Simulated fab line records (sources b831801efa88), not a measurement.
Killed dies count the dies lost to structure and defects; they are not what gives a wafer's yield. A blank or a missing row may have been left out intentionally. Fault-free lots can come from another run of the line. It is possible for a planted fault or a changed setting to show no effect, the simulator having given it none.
The tool behind it: which one? || flow gf180mcu || Sampling: 9 lots, 27 wafers, 2 of 602 route steps

== WHAT THE GAUGES SHOWED, per wafer ==
GF_STI_THK_MEAS_30.
{"lot": "L444", "measured": "day 2 08:37", "on": "filmMetro-02", "STI_OXIDATION_02_THK (nm)": "10.21 10.00 10.13"}
{"lot": "L445", "measured": "day 2 14:14", "on": "filmMetro-02", "STI_OXIDATION_02_THK (nm)": "10.22 10.02 9.89"}
{"lot": "L446", "measured": "day 2 18:04", "on": "filmMetro-01", "STI_OXIDATION_02_THK (nm)": "9.67 9.84 9.88"}
{"lot": "L450", "measured": "day 3 12:44", "on": "filmMetro-03", "STI_OXIDATION_02_THK (nm)": "9.86 10.13 9.94"}
{"lot": "L451", "measured": "day 3 18:52", "on": "filmMetro-01", "STI_OXIDATION_02_THK (nm)": "9.86 9.89 9.75"}
{"lot": "L454", "measured": "day 4 09:08", "on": "filmMetro-02", "STI_OXIDATION_02_THK (nm)": "11.22 11.21 11.22"}
{"lot": "L456", "measured": "day 4 19:12", "on": "filmMetro-01", "STI_OXIDATION_02_THK (nm)": "11.74 11.70 11.43"}
{"lot": "L457", "measured": "day 5 00:46", "on": "filmMetro-03", "STI_OXIDATION_02_THK (nm)": "9.99 10.01 10.02"}
{"lot": "L462", "measured": "day 6 04:22", "on": "filmMetro-02", "STI_OXIDATION_02_THK (nm)": "10.11 10.11 10.14"}

== WHICH TOOL RAN EACH LOT (tool, then ch and the chambers of the sampled wafers, then the start) ==
{"lot": "L444", "GF_STI_OXIDATION_29": "furnace-02 ch 0, day 2 07:13"}
{"lot": "L445", "GF_STI_OXIDATION_29": "furnace-01 ch 0, day 2 12:50"}
{"lot": "L446", "GF_STI_OXIDATION_29": "furnace-02 ch 0, day 2 16:40"}
{"lot": "L450", "GF_STI_OXIDATION_29": "furnace-02 ch 0, day 3 11:20"}
{"lot": "L451", "GF_STI_OXIDATION_29": "furnace-01 ch 0, day 3 17:28"}
{"lot": "L454", "GF_STI_OXIDATION_29": "furnace-02 ch 0, day 4 07:44"}
{"lot": "L456", "GF_STI_OXIDATION_29": "furnace-02 ch 0, day 4 17:49"}
{"lot": "L457", "GF_STI_OXIDATION_29": "furnace-01 ch 0, day 4 23:22"}
{"lot": "L462", "GF_STI_OXIDATION_29": "furnace-01 ch 0, day 6 02:58"}
- GF_STI_OXIDATION_29: stabilise 600 s, purge 300 s, target thk 10 nm.

== THE ANSWER, worked out from the rows above alone ==
Rule: the usual values come from the lots themselves. Put in order of their means at a reading, lots are off if they are a third of the lots or fewer, leave a main group of 4 or more, and stand apart from it by a gap of 3 or more times the standard deviation of the main group's means; of several such gaps the widest counts. A main group whose means are all the same, to the digits that the tables above print for the reading, isn't used. Also off: a lot with no number at a reading for which 4 or more lots have one. All remaining lots with rows at the step are treated as sound.
Off: at GF_STI_THK_MEAS_30 (STI_OXIDATION_02_THK), L454, L456. Main group: mean 9.98 nm, sd 0.12.
If a tool, at a process step before that reading, ran all the lots that are off and no sound lot after the first of them, it fits. Gauges at GF_STI_THK_MEAS_30: tried the same way as those tools. One fits: furnace-02 at GF_STI_OXIDATION_29. A fault onset in the window from L450 (day 3 11:20, its last sound lot) to L454 (day 4 07:44, its first lot off) fits.

== WHAT THE SIMULATOR PUT IN ==
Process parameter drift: furnace-02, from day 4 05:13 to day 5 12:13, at GF_STI_OXIDATION_29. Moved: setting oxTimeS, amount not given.
Lots struck among those shown: L454, L456. Same finding as the rule above.
